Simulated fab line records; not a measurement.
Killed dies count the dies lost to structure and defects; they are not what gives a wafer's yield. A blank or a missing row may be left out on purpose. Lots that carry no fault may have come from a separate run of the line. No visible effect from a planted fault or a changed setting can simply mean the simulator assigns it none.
Commonality check across tools / flow gf180mcu / 36 wafers sampled across 12 lots

## REASON IT WAS OPENED
GF_PSD_OVL_MEAS_08, reading PSD_OVL: flagged on 4 of 12 lots. Wafers without a fault read 0.4 nm, standard deviation 1.5.
Rule: a lot gets a flag if all its wafers with a number sit over 4 standard deviations from that mean, or if no wafer of it has a number. The rest of the lots are taken to be sound.

lot=L704; measured=day 14 04:55; on=overlay-01; PSD_OVL (nm), wafer by wafer=2.1 1.7 0.4; flag=
lot=L705; measured=day 14 11:20; on=overlay-01; PSD_OVL (nm), wafer by wafer=-0.6 -0.5 1.3; flag=
lot=L707; measured=day 15 05:20; on=overlay-01; PSD_OVL (nm), wafer by wafer=-1.1 -1.7 -0.4; flag=
lot=L709; measured=day 16 05:20; on=overlay-01; PSD_OVL (nm), wafer by wafer=-1.6 0.1 -0.9; flag=
lot=L713; measured=day 17 18:46; on=overlay-01; PSD_OVL (nm), wafer by wafer=0.8 3.8 0.6; flag=
lot=L716; measured=day 18 17:32; on=overlay-01; PSD_OVL (nm), wafer by wafer=0.4 0.7 0.4; flag=
lot=L717; measured=day 19 00:59; on=overlay-01; PSD_OVL (nm), wafer by wafer=-2.2 -1.0 1.2; flag=
lot=L718; measured=day 19 01:35; on=overlay-01; PSD_OVL (nm), wafer by wafer=200.0 199.0 203.0; flag=FLAGGED
lot=L719; measured=day 19 17:23; on=overlay-01; PSD_OVL (nm), wafer by wafer=200.8 202.0 202.6; flag=FLAGGED
lot=L720; measured=day 19 23:02; on=overlay-02; PSD_OVL (nm), wafer by wafer=201.1 202.7 200.3; flag=FLAGGED
lot=L721; measured=day 20 08:37; on=overlay-02; PSD_OVL (nm), wafer by wafer=196.2 198.2 198.6; flag=FLAGGED
lot=L727; measured=day 22 07:49; on=overlay-01; PSD_OVL (nm), wafer by wafer=2.0 0.5 0.4; flag=
The numbers of the flagged lots are 200.4 nm on average: +200.0 nm against the usual, or +99 or more standard deviations.

## WHICH TOOL EACH LOT WENT THROUGH
The record holds 2 process steps before the reading, out of a route of 602 steps. Cell contents, in order: the tool; ch with the chambers the sampled wafers went through; the start.
lot=L704; flag=; GF_HV_LDD_STRIP_37=plasma_asher-02 ch 0,1, day 11 14:29; GF_PSD_EXPOSE_04=iline_stepper-01 ch 0, day 13 18:43
lot=L705; flag=; GF_HV_LDD_STRIP_37=plasma_asher-02 ch 0,1, day 11 20:43; GF_PSD_EXPOSE_04=iline_stepper-01 ch 0, day 14 00:41
lot=L707; flag=; GF_HV_LDD_STRIP_37=plasma_asher-04 ch 0,1, day 12 13:28; GF_PSD_EXPOSE_04=iline_stepper-02 ch 0, day 14 18:05
lot=L709; flag=; GF_HV_LDD_STRIP_37=plasma_asher-02 ch 0, day 13 10:32; GF_PSD_EXPOSE_04=iline_stepper-01 ch 0, day 15 17:43
lot=L713; flag=; GF_HV_LDD_STRIP_37=plasma_asher-02 ch 0,1, day 14 19:32; GF_PSD_EXPOSE_04=iline_stepper-01 ch 0, day 17 07:28
lot=L716; flag=; GF_HV_LDD_STRIP_37=plasma_asher-04 ch 0,1, day 15 15:34; GF_PSD_EXPOSE_04=iline_stepper-01 ch 0, day 18 05:46
lot=L717; flag=; GF_HV_LDD_STRIP_37=plasma_asher-03 ch 0,1, day 16 00:40; GF_PSD_EXPOSE_04=iline_stepper-01 ch 0, day 18 13:04
lot=L718; flag=FLAGGED; GF_HV_LDD_STRIP_37=plasma_asher-02 ch 0,1, day 16 01:07; GF_PSD_EXPOSE_04=iline_stepper-01 ch 0, day 18 13:37
lot=L719; flag=FLAGGED; GF_HV_LDD_STRIP_37=plasma_asher-03 ch 0,1, day 16 14:53; GF_PSD_EXPOSE_04=iline_stepper-01 ch 0, day 19 05:10
lot=L720; flag=FLAGGED; GF_HV_LDD_STRIP_37=plasma_asher-03 ch 0,1, day 16 19:20; GF_PSD_EXPOSE_04=iline_stepper-01 ch 0, day 19 10:50
lot=L721; flag=FLAGGED; GF_HV_LDD_STRIP_37=plasma_asher-03 ch 0,1, day 17 06:44; GF_PSD_EXPOSE_04=iline_stepper-01 ch 0, day 19 21:07
lot=L727; flag=; GF_HV_LDD_STRIP_37=plasma_asher-03 ch 0, day 19 04:05; GF_PSD_EXPOSE_04=iline_stepper-02 ch 0, day 21 20:02
What these steps do:
- GF_HV_LDD_STRIP_37: strips in O2/N2.
- GF_PSD_EXPOSE_04: exposes mask Pplus, target cd 400 nm.
- GF_PSD_OVL_MEAS_08

## FLAGGED OVER TOTAL, TOOL BY TOOL (the gauges that took the reading come last)
step=GF_HV_LDD_STRIP_37; tool=plasma_asher-02; lots run=5; flagged=1; share of the flagged lots=some; sound lots run after its first flagged lot=0
step=GF_HV_LDD_STRIP_37; tool=plasma_asher-03; lots run=5; flagged=3; share of the flagged lots=some; sound lots run after its first flagged lot=1 (L727)
step=GF_HV_LDD_STRIP_37; tool=plasma_asher-04; lots run=2; flagged=0; share of the flagged lots=none; sound lots run after its first flagged lot=-
step=GF_PSD_EXPOSE_04; tool=iline_stepper-01; lots run=10; flagged=4; share of the flagged lots=all; sound lots run after its first flagged lot=0
step=GF_PSD_EXPOSE_04; tool=iline_stepper-02; lots run=2; flagged=0; share of the flagged lots=none; sound lots run after its first flagged lot=-
step=GF_PSD_OVL_MEAS_08; tool=overlay-01; lots run=10; flagged=2; share of the flagged lots=some; sound lots run after its first flagged lot=1 (L727)
step=GF_PSD_OVL_MEAS_08; tool=overlay-02; lots run=2; flagged=2; share of the flagged lots=some; sound lots run after its first flagged lot=0

## WHAT THE TABLE ALLOWS
Rows of the table that ran each flagged lot: 1, that is iline_stepper-01 at GF_PSD_EXPOSE_04.
- iline_stepper-01 at GF_PSD_EXPOSE_04 ran 10 lots, 4 of them flagged. It ran its last sound lot, L717, at day 18 13:04 and its first flagged lot, L718, at day 18 13:37: a fault with its onset between the two fits.
iline_stepper-01 at GF_PSD_EXPOSE_04 is the single tool remaining.

## WHAT THE SIMULATOR HAD INSERTED
Scanner matching overlay: iline_stepper-01, from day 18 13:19 on, at GF_PSD_EXPOSE_04. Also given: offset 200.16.
Lots struck among those shown: L718, L719, L720, L721. This agrees with what the rule above found.
